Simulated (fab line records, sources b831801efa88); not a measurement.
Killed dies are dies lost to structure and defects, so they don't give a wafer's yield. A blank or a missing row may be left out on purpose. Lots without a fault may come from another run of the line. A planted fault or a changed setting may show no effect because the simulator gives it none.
Split-lot experiment | flow gf180mcu | 5 lots, 23 wafers read, on a route of 602 steps

THE SPLIT
At GF_SAB_COAT_04 (resist thk 1000 nm), the setting resist_thk_nm was moved away from the recipe's 1000 nm on 9 of the 23 wafers read, by -3.0% to +1.8%. The other wafers ran this setting at the recipe's value.

The reading is taken at the split's own step.

THE READING
NOVOLAK_of_SAB_COAT_04.thk_nm (the simulator's own value, which no gauge read), in nm, at GF_SAB_COAT_04 (resist thk 1000 nm). The file gives no usual value for it. The 14 wafers here that ran the recipe average 999.7 nm, standard deviation 3.9 nm.

wafer  | tool, chamber at the split | resist_thk_nm as run, nm | against the recipe | NOVOLAK_of_SAB_COAT_04.thk_nm, nm | against lot-mates on the recipe
L079.1 | litho_track-02, 0          | 1000                     | recipe             | 995.5                             | -
L079.3 | litho_track-02, 0          | 1018                     | +1.8%              | 1014                              | +18.6
L079.4 | litho_track-02, 0          | 1018                     | +1.8%              | 1016                              | +20.6
L079.5 | litho_track-02, 0          | 1018                     | +1.8%              | 1012                              | +16.6
L079.6 | litho_track-02, 0          | 1000                     | recipe             | 995.2                             | -
L081.1 | litho_track-02, 0          | 970.1                    | -3.0%              | 968.6                             | -29.0
L081.2 | litho_track-02, 0          | 1000                     | recipe             | 996.4                             | -
L081.3 | litho_track-02, 0          | 970.1                    | -3.0%              | 968.1                             | -29.5
L081.5 | litho_track-02, 0          | 1000                     | recipe             | 998.8                             | -
L081.6 | litho_track-02, 0          | 970.1                    | -3.0%              | 968.3                             | -29.3
L080.1 | litho_track-03, 0          | 1000                     | recipe             | 1000                              | -
L080.2 | litho_track-03, 0          | 1000                     | recipe             | 1005                              | -
L080.3 | litho_track-03, 0          | 1000                     | recipe             | 1006                              | -
L080.4 | litho_track-03, 0          | 1000                     | recipe             | 1006                              | -
L080.5 | litho_track-03, 0          | 1000                     | recipe             | 1002                              | -
L082.1 | litho_track-01, 0          | 1000                     | recipe             | 1003                              | -
L082.2 | litho_track-01, 0          | 974.4                    | -2.6%              | 970.7                             | -29.6
L082.3 | litho_track-01, 0          | 974.4                    | -2.6%              | 972.4                             | -27.9
L082.4 | litho_track-01, 0          | 1000                     | recipe             | 997.6                             | -
L082.5 | litho_track-01, 0          | 974.4                    | -2.6%              | 972.7                             | -27.6
L085.3 | litho_track-01, 0          | 1000                     | recipe             | 995.6                             | -
L085.4 | litho_track-01, 0          | 1000                     | recipe             | 998                               | -
L085.6 | litho_track-01, 0          | 1000                     | recipe             | 996.1                             | -

THE FIT
A straight line over all 23 wafers: NOVOLAK_of_SAB_COAT_04.thk_nm changes by +9.98 nm for each +1% of resist_thk_nm; r = +0.98; the points scatter about the line by 3.5 nm.
The same after taking each lot's own level away (the mean of its wafers on the recipe; 23 wafers): +10.3 nm for each +1%; r = +0.99; scatter 1.9 nm.
On that fit, the largest move of resist_thk_nm shifts the reading by 31 nm.
The lots' own levels span 995.35 to 1003.80 nm, that is 2.2 times the standard deviation above.
So the lot-to-lot level changes the slope little: the two slopes agree.
Check: with one of the wafers moved furthest among these (-3.0%) left out of the fit, the line predicts -31.3 nm for it against its lot-mates. It came out at -29 nm against them.

OTHER SPLITS ON THESE WAFERS
These wafers also went through other splits before the reading. Each is held against what the fit with the lots' levels taken away leaves over:
other split on the same wafers      | wafers away from the commonest value | r with NOVOLAK_of_SAB_COAT_04.thk_nm (lot level and that fit taken away)
GF_HV_LDD_DEVELOP_30 develop_time_s | 4                                    | -0.04
GF_HV_LDD_COAT_41 spin_rpm          | 7                                    | +0.13
GF_HV_LDD_SOFTBAKE_42 temp_c        | 9                                    | -0.01
GF_NSD_COAT_02 spin_rpm             | 7                                    | +0.16
GF_NSD_IMPLANT_09 energy_kev        | 3                                    | -0.14
GF_PSD_IMPLANT_09 energy_kev        | 5                                    | -0.14
GF_SAB_CVD_00 time_s                | 9                                    | -0.16

THE WHOLE CHAIN: every reading that the file lists as answering this split, in the file's order
step            | what it does       | reading                                                                        | change (the file's fit)              | r (the file's)
GF_SAB_COAT_04  | resist thk 1000 nm | NOVOLAK_of_SAB_COAT_04.thk_nm (the simulator's own value, which no gauge read) | +10.3 nm for each +1% of the setting | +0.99
GF_SAB_STRIP_13 | strips in O2/N2    | strip_time_to_endpoint_s                                                       | withheld for each +1% of the setting | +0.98

THE FILE'S OWN FIT
NOVOLAK_of_SAB_COAT_04.thk_nm changes by +10.3 nm for each +1% of resist_thk_nm, r = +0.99.
